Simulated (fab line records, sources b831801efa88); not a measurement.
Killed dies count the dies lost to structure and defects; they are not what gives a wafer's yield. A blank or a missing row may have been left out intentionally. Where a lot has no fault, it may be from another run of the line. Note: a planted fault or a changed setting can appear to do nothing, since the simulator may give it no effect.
Which of the tools did it? | flow sky130 | 12 lots, 36 wafers sampled, at 3 steps of a route of 708

## WHAT EACH GAUGE READ, for each wafer
SKY_METAL4_OVL_MEAS_14.
lot  | measured     | on         | METAL4_OVL (nm)
L552 | day 41 17:15 | overlay-02 | 2 -2 -1
L553 | day 41 19:43 | overlay-02 | 1 6 4
L554 | day 42 06:36 | overlay-02 | 3 7 6
L557 | day 43 03:27 | overlay-02 | -4 -6 -3
L561 | day 44 19:01 | overlay-02 | 7 0 3
L560 | day 44 21:30 | overlay-01 | 7 7 9
L563 | day 44 22:41 | overlay-02 | 7 4 10
L562 | day 44 22:33 | overlay-02 | 11 6 4
L564 | day 45 02:25 | overlay-02 | 4 -4 6
L567 | day 46 01:42 | overlay-02 | -3 5 -2
L569 | day 46 09:16 | overlay-01 | 7 5 3
L572 | day 46 20:20 | overlay-01 | -4 0 3

## EACH LOT AND THE TOOL THAT RAN IT (in order: tool; ch and the chambers of the sampled wafers; start)
lot  | SKY_VIA1_CLEAN_19               | SKY_VIA3_CMP_24
L552 | wet-bench-03 ch 0, day 33 23:21 | cmp-01 ch 0,3, day 39 16:26
L553 | wet-bench-01 ch 1, day 34 01:24 | cmp-01 ch 0,2, day 39 17:41
L554 | wet-bench-02 ch 2, day 34 15:20 | cmp-01 ch 0,2,3, day 40 05:53
L557 | wet-bench-02 ch 3, day 35 15:16 | cmp-01 ch 0,2, day 41 03:17
L561 | wet-bench-03 ch 1, day 37 10:31 | cmp-02 ch 0,2,3, day 42 20:41
L560 | wet-bench-01 ch 0, day 37 11:28 | cmp-01 ch 1,2,3, day 42 22:53
L563 | wet-bench-01 ch 2, day 37 12:46 | cmp-01 ch 0,1,2, day 42 23:50
L562 | wet-bench-01 ch 0, day 37 13:40 | cmp-02 ch 0,1, day 42 23:23
L564 | wet-bench-01 ch 0, day 37 18:10 | cmp-02 ch 0,1, day 43 03:39
L567 | wet-bench-02 ch 1, day 38 22:10 | cmp-01 ch 0,1,3, day 44 05:08
L569 | wet-bench-01 ch 3, day 39 09:13 | cmp-02 ch 0,3, day 44 13:47
L572 | wet-bench-01 ch 1, day 39 19:46 | cmp-01 ch 0,1,3, day 45 01:16
- SKY_VIA1_CLEAN_19: cleans in O3/DIW.
- SKY_VIA3_CMP_24: polishes, stops on SiO2, t overpolish 20 s, target thk 0 nm.

## WHAT THE TOOLS THEMSELVES READ (means of the sampled wafers that have a number; where no wafer has one, the mark that the record gives instead)
SKY_VIA3_CMP_24.
lot  | tool   | head-pressure-psi (psi) | motor-current-A (A) | overpolish-run-s (s) | retaining-ring-pressure-frac | time-to-endpoint-s (s)
L552 | cmp-01 | 3.496                   | 9.4                 | 20.001               | 1.000                        | 87
L553 | cmp-01 | 3.511                   | 11.5                | 20.000               | 0.996                        | 88
L554 | cmp-01 | 3.496                   | 10.8                | 19.998               | 0.995                        | 91
L557 | cmp-01 | 3.517                   | 11.7                | 19.997               | 0.998                        | 91
L561 | cmp-02 | 3.494                   | 12.0                | 20.004               | 1.001                        | 101
L560 | cmp-01 | 3.505                   | 11.0                | 19.996               | 1.006                        | 93
L563 | cmp-01 | 3.499                   | 12.4                | 19.995               | 1.003                        | 90
L562 | cmp-02 | 3.502                   | 10.6                | 20.003               | 0.998                        | 102
L564 | cmp-02 | 3.498                   | 10.2                | 19.994               | 0.998                        | 97
L567 | cmp-01 | 3.500                   | 10.7                | 19.998               | 1.000                        | 88
L569 | cmp-02 | 3.496                   | 11.2                | 19.996               | 1.002                        | 97
L572 | cmp-01 | 3.506                   | 10.8                | 19.991               | 1.000                        | 92

## THE ANSWER, worked out from the rows above alone
Rule: the lots themselves supply what counts as usual. The widest of any qualifying gaps counts: lots, ordered by their means at a reading, are off when they make up no more than a third of the lots, leave a main group of 4 or more, and stand apart from it by 3 or more times the standard deviation of that group's means. A main group whose means are all the same, to the digits that the tables above print for the reading, isn't used. A lot without any number at a reading at which 4 lots or more have one is off too. Any other lot the step has rows for is counted as sound. The gauges are gone through in route order, then the tools' own readings, and for those a lot's mean is taken as printed above. The first step at which some lot is off is used, and at that step the reading that is off furthest; a lot without a number counts as furthest.
Nothing can be told from this: no lot is off at any reading shown.

## WHAT WAS PUT IN BY THE SIMULATOR
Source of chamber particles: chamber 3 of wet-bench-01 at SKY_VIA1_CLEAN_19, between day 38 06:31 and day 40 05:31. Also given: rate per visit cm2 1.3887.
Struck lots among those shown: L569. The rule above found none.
